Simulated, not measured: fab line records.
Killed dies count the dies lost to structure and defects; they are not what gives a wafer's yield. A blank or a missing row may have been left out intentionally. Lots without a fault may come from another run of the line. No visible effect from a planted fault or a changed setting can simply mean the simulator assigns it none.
The same fault as seen by 2 desks || flow sky130 || numbers are kept per desk, each desk with only its own; the story behind them comes last

== TOOL OWNER'S DESK, implanter-01 ==
The tool's own readings at SKY_LDD_N_IMPLANT_12: means of the sampled wafers that have a number, for each lot that ran on this tool. A lot is out of limits, marked OUT, if its mean lies more than 4 standard deviations from the usual mean; the brackets give that distance.
Columns: A = beam-energy-keV at SKY_LDD_N_IMPLANT_12, usual 49.997; B = dose-ions-cm2 at SKY_LDD_N_IMPLANT_12, usual 5.001e+12; C = faraday-current-uA at SKY_LDD_N_IMPLANT_12, usual 28.2
{"lot": "L758", "first seen here": "day 17 10:11", "A": 49.976, "B": 4.997e+12, "C": 28.6}
{"lot": "L772", "first seen here": "day 23 04:13", "A": 49.996, "B": "2.858e+12 (-99 or more) OUT", "C": "15.9 (-21) OUT"}
{"lot": "L773", "first seen here": "day 23 07:47", "A": 50.003, "B": "2.858e+12 (-99 or more) OUT", "C": "15.9 (-20) OUT"}
This desk's verdict: out of limits on L772, L773, starting with L772 at day 23 04:13 (dose-ions-cm2 at SKY_LDD_N_IMPLANT_12). Within limits: L758.

== AT THE METROLOGY DESK ==
Means of the sampled wafers that have a number, per lot and without regard to the tool the lot ran on: this is what the gauges read. A lot is out of limits, marked OUT, if its mean lies more than 4 standard deviations from the usual mean; the brackets give that distance.
Columns: A = LDD_N_OVL at SKY_LDD_N_OVL_MEAS_07, usual -0.2 nm
{"lot": "L758", "first seen here": "day 17 09:32", "A": 2.3}
{"lot": "L763", "first seen here": "day 19 18:08", "A": 0.9}
{"lot": "L772", "first seen here": "day 23 03:35", "A": 0.1}
{"lot": "L773", "first seen here": "day 23 07:08", "A": 0.2}
{"lot": "L774", "first seen here": "day 23 13:08", "A": -0.2}
{"lot": "L776", "first seen here": "day 24 09:32", "A": -0.5}
This desk found nothing out of limits on any of the 6 lots.

== TAKEN TOGETHER ==
The tool owner's desk had the chance to raise an alarm at day 23 04:13 on L772, L773.
Nothing out of limits was seen by the metrology desk.
The metrology desk has L772, L773 on record, within its limits.
SKY_LDD_N_IMPLANT_12 was run on implanter-01 by each of the lots named.

== WHAT THE SIMULATOR HAD PUT IN ==
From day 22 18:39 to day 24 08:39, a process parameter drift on implanter-01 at SKY_LDD_N_IMPLANT_12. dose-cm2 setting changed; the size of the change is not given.
Lots struck among those shown: L772, L773.
Delay in hours, fault start to first out-of-limits reading, by desk: the tool owner's desk at 10.
